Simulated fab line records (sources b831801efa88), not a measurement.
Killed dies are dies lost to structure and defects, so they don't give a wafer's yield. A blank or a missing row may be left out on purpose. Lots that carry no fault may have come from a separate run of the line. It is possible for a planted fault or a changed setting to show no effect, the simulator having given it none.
Which tool is to blame? :: flow gf180mcu :: 14 lots, 42 wafers sampled, at 4 steps of a route of 602

== WHAT THE GAUGES READ, wafer by wafer ==
GF_V2_OVL_MEAS_15.
lot: L344
measured: day 20 23:37
on: overlay-01
V2_OVL (nm): -4 -7 -3

lot: L345
measured: day 21 13:38
on: overlay-01
V2_OVL (nm): 4 8 6

lot: L346
measured: day 22 04:20
on: overlay-02
V2_OVL (nm): 0 -1 0

lot: L348
measured: day 22 11:15
on: overlay-02
V2_OVL (nm): 6 1 10

lot: L350
measured: day 23 10:46
on: overlay-01
V2_OVL (nm): 7 -3 -1

lot: L351
measured: day 23 13:56
on: overlay-02
V2_OVL (nm): 4 -2 4

lot: L353
measured: day 24 09:51
on: overlay-01
V2_OVL (nm): 3 2 -1

lot: L354
measured: day 24 15:28
on: overlay-01
V2_OVL (nm): 2 11 6

lot: L355
measured: day 25 00:53
on: overlay-02
V2_OVL (nm): 3 3 -3

lot: L356
measured: day 25 12:43
on: overlay-02
V2_OVL (nm): 4 5 8

lot: L357
measured: day 25 21:14
on: overlay-02
V2_OVL (nm): -4 10 13

lot: L358
measured: day 26 02:16
on: overlay-01
V2_OVL (nm): -3 -3 -4

lot: L359
measured: day 26 19:32
on: overlay-02
V2_OVL (nm): 1 -1 -2

lot: L366
measured: day 28 16:24
on: overlay-02
V2_OVL (nm): -2 3 -3

GF_M3_CD_MEAS_14 targets a cd of 280 nm.
lot: L344
measured: day 22 01:31
on: cd sem-01
cd nm (nm): 277.9 278.4 278.2

lot: L345
measured: day 22 15:01
on: cd sem-01
cd nm (nm): 280.2 280.3 279.0

lot: L346
measured: day 23 05:41
on: cd sem-01
cd nm (nm): 278.1 277.7 276.9

lot: L348
measured: day 23 12:11
on: cd sem-02
cd nm (nm): 279.4 278.5 279.9

lot: L350
measured: day 24 11:46
on: cd sem-02
cd nm (nm): 280.2 281.1 280.4

lot: L351
measured: day 24 14:31
on: cd sem-01
cd nm (nm): 279.3 278.7 278.0

lot: L353
measured: day 25 07:59
on: cd sem-01
cd nm (nm): 278.7 279.4 278.5

lot: L354
measured: day 25 14:51
on: cd sem-01
cd nm (nm): 280.3 279.9 280.3

lot: L355
measured: day 26 00:29
on: cd sem-02
cd nm (nm): 278.3 277.3 278.6

lot: L356
measured: day 26 11:43
on: cd sem-01
cd nm (nm): 279.3 280.8 281.7

lot: L357
measured: day 26 19:51
on: cd sem-01
cd nm (nm): 277.8 279.7 279.4

lot: L358
measured: day 27 01:10
on: cd sem-01
cd nm (nm): 281.4 279.0 280.3

lot: L359
measured: day 27 18:22
on: cd sem-01
cd nm (nm): 278.0 277.8 278.2

lot: L366
measured: day 29 13:26
on: cd sem-02
cd nm (nm): 280.8 281.2 279.9

== WHAT TOOL EACH LOT RAN ON (gives the tool, then ch and the chambers of the sampled wafers, and finally the start) ==
lot: L344
GF_M3_SPUTTER_00: pvd sputter-01, day 21 01:00
GF_M3_SPUTTER_01: pvd sputter-01, day 21 01:06

lot: L345
GF_M3_SPUTTER_00: pvd sputter-03, day 21 15:01
GF_M3_SPUTTER_01: pvd sputter-03, day 21 15:07

lot: L346
GF_M3_SPUTTER_00: pvd sputter-01, day 22 05:43
GF_M3_SPUTTER_01: pvd sputter-01, day 22 05:49

lot: L348
GF_M3_SPUTTER_00: pvd sputter-01, day 22 12:47
GF_M3_SPUTTER_01: pvd sputter-01, day 22 12:53

lot: L350
GF_M3_SPUTTER_00: pvd sputter-03, day 23 12:09
GF_M3_SPUTTER_01: pvd sputter-03, day 23 12:15

lot: L351
GF_M3_SPUTTER_00: pvd sputter-01, day 23 15:20
GF_M3_SPUTTER_01: pvd sputter-01, day 23 15:26

lot: L353
GF_M3_SPUTTER_00: pvd sputter-03, day 24 11:17
GF_M3_SPUTTER_01: pvd sputter-03, day 24 11:23

lot: L354
GF_M3_SPUTTER_00: pvd sputter-03, day 24 16:53
GF_M3_SPUTTER_01: pvd sputter-03, day 24 16:59

lot: L355
GF_M3_SPUTTER_00: pvd sputter-04, day 25 02:19
GF_M3_SPUTTER_01: pvd sputter-04, day 25 02:25

lot: L356
GF_M3_SPUTTER_00: pvd sputter-03, day 25 14:26
GF_M3_SPUTTER_01: pvd sputter-03, day 25 14:32

lot: L357
GF_M3_SPUTTER_00: pvd sputter-03, day 25 22:39
GF_M3_SPUTTER_01: pvd sputter-03, day 25 22:45

lot: L358
GF_M3_SPUTTER_00: pvd sputter-03, day 26 04:01
GF_M3_SPUTTER_01: pvd sputter-03, day 26 04:07

lot: L359
GF_M3_SPUTTER_00: pvd sputter-03, day 26 20:56
GF_M3_SPUTTER_01: pvd sputter-03, day 26 21:02

lot: L366
GF_M3_SPUTTER_00: pvd sputter-04, day 28 17:56
GF_M3_SPUTTER_01: pvd sputter-04, day 28 18:02
- GF_M3_SPUTTER_00: material Ti, target thk 37.5 nm, time 150 s.
- GF_M3_SPUTTER_01: material TiN, target thk 30 nm, time 25 s.

== WHAT THE TOOLS THEMSELVES READ (means of the sampled wafers that have a number; where no wafer has one, the mark that the record gives instead) ==
GF_M3_SPUTTER_00.
lot: L344
tool: pvd sputter-01
cathode dc power W (W): 4000.2
throttle valve pct (%): 29.9

lot: L345
tool: pvd sputter-03
cathode dc power W (W): 4000.4
throttle valve pct (%): 30.6

lot: L346
tool: pvd sputter-01
cathode dc power W (W): 3999.7
throttle valve pct (%): 29.9

lot: L348
tool: pvd sputter-01
cathode dc power W (W): 4000.3
throttle valve pct (%): 29.9

lot: L350
tool: pvd sputter-03
cathode dc power W (W): 4001.1
throttle valve pct (%): 30.6

lot: L351
tool: pvd sputter-01
cathode dc power W (W): 3999.4
throttle valve pct (%): 30.5

lot: L353
tool: pvd sputter-03
cathode dc power W (W): 3999.8
throttle valve pct (%): 30.7

lot: L354
tool: pvd sputter-03
cathode dc power W (W): 4000.8
throttle valve pct (%): 30.7

lot: L355
tool: pvd sputter-04
cathode dc power W (W): 4000.5
throttle valve pct (%): 30.8

lot: L356
tool: pvd sputter-03
cathode dc power W (W): 4000.0
throttle valve pct (%): 30.8

lot: L357
tool: pvd sputter-03
cathode dc power W (W): 4000.1
throttle valve pct (%): 30.8

lot: L358
tool: pvd sputter-03
cathode dc power W (W): 3999.9
throttle valve pct (%): 31.5

lot: L359
tool: pvd sputter-03
cathode dc power W (W): 3999.1
throttle valve pct (%): 30.4

lot: L366
tool: pvd sputter-04
cathode dc power W (W): 4000.2
throttle valve pct (%): 30.2

GF_M3_SPUTTER_01.
lot: L344
tool: pvd sputter-01
cathode dc power W (W): 6499.8
throttle valve pct (%): 29.9

lot: L345
tool: pvd sputter-03
cathode dc power W (W): 6500.9
throttle valve pct (%): 30.7

lot: L346
tool: pvd sputter-01
cathode dc power W (W): 6500.2
throttle valve pct (%): 29.9

lot: L348
tool: pvd sputter-01
cathode dc power W (W): 6499.8
throttle valve pct (%): 29.9

lot: L350
tool: pvd sputter-03
cathode dc power W (W): 6500.7
throttle valve pct (%): 30.7

lot: L351
tool: pvd sputter-01
cathode dc power W (W): 6500.8
throttle valve pct (%): 30.4

lot: L353
tool: pvd sputter-03
cathode dc power W (W): 6499.4
throttle valve pct (%): 30.8

lot: L354
tool: pvd sputter-03
cathode dc power W (W): 6500.9
throttle valve pct (%): 30.8

lot: L355
tool: pvd sputter-04
cathode dc power W (W): 6499.9
throttle valve pct (%): 30.7

lot: L356
tool: pvd sputter-03
cathode dc power W (W): 6498.9
throttle valve pct (%): 30.6

lot: L357
tool: pvd sputter-03
cathode dc power W (W): 9023.8
throttle valve pct (%): 30.8

lot: L358
tool: pvd sputter-03
cathode dc power W (W): 9026.0
throttle valve pct (%): 31.4

lot: L359
tool: pvd sputter-03
cathode dc power W (W): 9024.0
throttle valve pct (%): 30.2

lot: L366
tool: pvd sputter-04
cathode dc power W (W): 6499.6
throttle valve pct (%): 30.3

== THE ANSWER, worked out from the rows above alone ==
Rule: usual is defined by the lots themselves. The widest of any qualifying gaps counts: lots, ordered by their means at a reading, are off when they make up no more than a third of the lots, leave a main group of 4 or more, and stand apart from it by 3 or more times the standard deviation of that group's means. Not used: any main group whose means are identical at the precision the tables above print for the reading. Also off: a lot with no number at a reading for which 4 or more lots have one. Any other lot the step has rows for is counted as sound. First the gauges in route order, then the tools' own readings, where a lot's mean is used as printed above. At the first step where some lot is off, the reading lying furthest off is the one used; lots without a number count as furthest.
Off at GF_M3_SPUTTER_01 (cathode dc power W): L357, L358, L359. The main group has a mean of 6500.1 W with a standard deviation of 0.64.
A tool fits if, at that step or a process step before it, it ran every lot that is off, and no sound lot after the first of them. One candidate fits, namely pvd sputter-03 at GF_M3_SPUTTER_00 and GF_M3_SPUTTER_01. At GF_M3_SPUTTER_00 its last sound lot is L356 (day 25 14:26), its first lot that is off L357 (day 25 22:39): a fault that began between those two fits.

== WHAT THE SIMULATOR PUT IN ==
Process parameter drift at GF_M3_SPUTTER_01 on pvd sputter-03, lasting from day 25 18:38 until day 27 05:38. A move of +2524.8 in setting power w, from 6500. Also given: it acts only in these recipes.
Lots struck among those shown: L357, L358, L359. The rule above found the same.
